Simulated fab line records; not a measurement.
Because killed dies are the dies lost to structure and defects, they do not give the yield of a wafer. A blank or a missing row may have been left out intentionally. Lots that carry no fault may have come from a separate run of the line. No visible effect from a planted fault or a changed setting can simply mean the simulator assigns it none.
The tool behind it: which one?    flow sky130    Sampling: 24 lots, 72 wafers, 3 of 708 route steps

WHAT THE GAUGES SHOWED, per wafer
SKY_METAL2_RS_MEAS_05: measures by four-point-probe. Usual: METAL2_ALCU_RS typically reads 0.1271 ohm/sq, with standard deviation 0.0014.
lot   measured      on             METAL2_ALCU_RS (ohm/sq)  flag
L074  day 33 23:16  film_metro-04  0.1294 0.1295 0.1305     
L075  day 34 08:59  film_metro-01  0.1278 0.1280 0.1282     
L076  day 34 17:58  film_metro-01  0.1294 0.1288 0.1302     
L077  day 35 08:11  film_metro-03  0.1288 0.1288 0.1294     
L078  day 35 09:07  film_metro-04  0.1280 0.1287 0.1271     
L079  day 35 18:44  film_metro-03  0.1272 0.1274 0.1276     
L080  day 36 08:14  film_metro-01  0.1268 0.1270 0.1266     
L081  day 36 13:01  film_metro-01  0.1276 0.1283 0.1271     
L082  day 37 09:54  film_metro-04  0.1263 0.1247 0.1254     
L084  day 38 08:42  film_metro-03  0.1265 0.1268 0.1268     
L083  day 38 09:39  film_metro-01  0.1255 0.1257 0.1254     
L085  day 38 12:32  film_metro-01  0.1259 0.1271 0.1267     
L087  day 38 12:46  film_metro-03  0.1286 0.1263 0.1275     
L086  day 38 15:17  film_metro-04  0.1299 0.1286 0.1277     
L088  day 38 17:11  film_metro-03  0.1260 0.1259 0.1261     
L089  day 38 23:34  film_metro-03  0.1259 0.1262 0.1264     
L090  day 39 06:24  film_metro-03  0.1242 0.1249 0.1247     
L092  day 39 15:30  film_metro-04  0.1254 0.1263 0.1251     
L091  day 39 17:26  film_metro-03  0.1262 0.1272 0.1251     
L093  day 39 23:25  film_metro-01  0.1267 0.1285 0.1275     
L094  day 40 04:37  film_metro-03  0.1263 0.1275 0.1270     
L095  day 40 15:35  film_metro-04  0.1247 0.1268 0.1258     
L096  day 40 22:01  film_metro-04  0.1263 0.1271 0.1279     
L097  day 41 17:43  film_metro-03  0.1270 0.1265 0.1269     

SKY_VIA3_CD_MEAS_12 targets a cd of 200 nm. Usual: cd_nm reads 200.1 nm (standard deviation 1.7).
lot   measured      on         cd_nm (nm)         flag
L074  day 39 14:19  cd_sem-01  198.2 197.6 198.6  
L075  day 39 23:13  cd_sem-01  199.1 198.3 197.2  
L076  day 40 06:00  cd_sem-02  201.0 202.5 203.1  
L077  day 40 21:05  cd_sem-02  200.1 200.9 199.3  
L078  day 40 21:25  cd_sem-01  199.6 200.5 198.8  
L079  day 41 06:28  cd_sem-01  200.1 199.6 199.8  
L080  day 41 19:41  cd_sem-01  201.1 200.6 201.2  
L081  day 42 00:42  cd_sem-01  201.5 202.5 200.7  
L082  day 42 16:23  cd_sem-01  198.6 199.3 199.8  
L084  day 43 15:11  cd_sem-02  199.0 199.0 198.6  
L083  day 43 15:40  cd_sem-01  202.4 204.6 202.0  
L085  day 43 18:50  cd_sem-01  198.2 198.2 197.2  
L087  day 43 19:07  cd_sem-02  197.8 198.3 200.2  
L086  day 43 21:41  cd_sem-02  202.4 201.0 199.6  
L088  day 43 22:59  cd_sem-02  198.5 198.5 199.1  
L089  day 44 05:44  cd_sem-02  200.1 199.5 200.0  
L090  day 44 10:49  cd_sem-02  201.5 201.5 202.5  
L092  day 44 18:14  cd_sem-01  199.5 198.0 199.8  
L091  day 44 22:01  cd_sem-02  199.0 200.1 200.3  
L093  day 45 02:19  cd_sem-01  200.6 200.8 200.9  
L094  day 45 06:23  cd_sem-01  202.6 203.5 202.0  
L095  day 45 14:22  cd_sem-01  197.7 197.9 197.2  
L096  day 45 22:07  cd_sem-01  199.4 201.5 199.7  
L097  day 46 14:14  cd_sem-01  201.2 202.3 202.2  

WHAT TOOL EACH LOT RAN ON (gives the tool, then ch and the chambers of the sampled wafers, and finally the start)
lot   SKY_VIA2_ETCH_14
L074  rie_diel-03 ch 2,3, day 36 05:25
L075  rie_diel-04 ch 0,2, day 36 15:13
L076  rie_diel-04 ch 1,2,3, day 36 23:20
L077  rie_diel-01 ch 0,1,3, day 37 14:43
L078  rie_diel-04 ch 0,2,3, day 37 14:49
L079  rie_diel-03 ch 0,2,3, day 37 23:58
L080  rie_diel-04 ch 1,3, day 38 13:52
L081  rie_diel-01 ch 0,3, day 38 18:16
L082  rie_diel-04 ch 1,2,3, day 39 13:22
L084  rie_diel-03 ch 0,1,3, day 40 12:37
L083  rie_diel-04 ch 0,1, day 40 13:25
L085  rie_diel-03 ch 0,1,2, day 40 16:07
L087  rie_diel-01 ch 0,2,3, day 40 16:23
L086  rie_diel-01 ch 2,3, day 40 19:04
L088  rie_diel-01 ch 1,2,3, day 40 20:04
L089  rie_diel-03 ch 2,3, day 41 01:50
L090  rie_diel-04 ch 2,3, day 41 08:56
L092  rie_diel-04 ch 1,2,3, day 41 17:52
L091  rie_diel-04 ch 1,2,3, day 41 20:04
L093  rie_diel-01 ch 0,2,3, day 42 02:08
L094  rie_diel-04 ch 1,3, day 42 06:01
L095  rie_diel-01 ch 0,3, day 42 15:55
L096  rie_diel-04 ch 1,2,3, day 42 22:55
L097  rie_diel-01 ch 1,2,3, day 43 18:41
- SKY_VIA2_ETCH_14: etches BARC in N2/H2, stops on SiO2, time 45.9 s, target depth 60 nm.

AS READ BY THE TOOLS THEMSELVES (means over the sampled wafers that have a number; for cases with no such wafer, the mark the record gives instead)
SKY_VIA2_ETCH_14. Usual: drypump_motor_current_A 5.81 A, standard deviation 0.25; oes_product_au 0.854 a.u., standard deviation 0.0046; throttle_valve_pct 13.224 %, standard deviation 0.0092.
lot   tool         drypump_motor_current_A (A)  oes_product_au (a.u.)  throttle_valve_pct (%)  flag
L074  rie_diel-03  6.12                         0.850                  13.226                  
L075  rie_diel-04  5.71                         0.847                  13.221                  
L076  rie_diel-04  5.77                         0.857                  13.219                  
L077  rie_diel-01  5.86                         0.851                  13.223                  
L078  rie_diel-04  5.83                         0.857                  13.217                  
L079  rie_diel-03  5.97                         0.850                  13.227                  
L080  rie_diel-04  5.69                         0.858                  13.228                  
L081  rie_diel-01  6.09                         0.855                  13.233                  
L082  rie_diel-04  5.79                         0.855                  13.235                  
L084  rie_diel-03  5.90                         0.855                  13.236                  
L083  rie_diel-04  5.56                         0.857                  13.229                  
L085  rie_diel-03  5.68                         0.855                  13.226                  
L087  rie_diel-01  5.93                         0.849                  13.219                  
L086  rie_diel-01  5.79                         0.848                  13.223                  
L088  rie_diel-01  5.71                         0.854                  13.217                  
L089  rie_diel-03  5.90                         0.861                  13.225                  
L090  rie_diel-04  5.94                         0.854                  13.231                  
L092  rie_diel-04  5.77                         0.857                  13.220                  
L091  rie_diel-04  5.79                         0.857                  13.232                  
L093  rie_diel-01  5.94                         0.860                  13.212                  
L094  rie_diel-04  5.83                         0.855                  13.230                  
L095  rie_diel-01  6.10                         0.855                  13.224                  
L096  rie_diel-04  5.76                         0.853                  13.217                  
L097  rie_diel-01  5.72                         0.854                  13.228                  

THE ANSWER, worked out from the rows above alone
Rule: a lot counts as off when the mean over its wafers that have a number is more than 3 standard deviations away from the usual mean. A lot without any number at a reading at which 4 lots or more have one is off too. Where the step has rows for the other lots, those lots are counted as sound. First the gauges in route order, then the tools' own readings, where a lot's mean is used as printed above. The first step at which some lot is off is used, and at that step the reading that is off furthest; a lot without a number counts as furthest.
Across all readings shown, no lot is off: no conclusion can be drawn from this.

WHAT WAS PUT IN BY THE SIMULATOR
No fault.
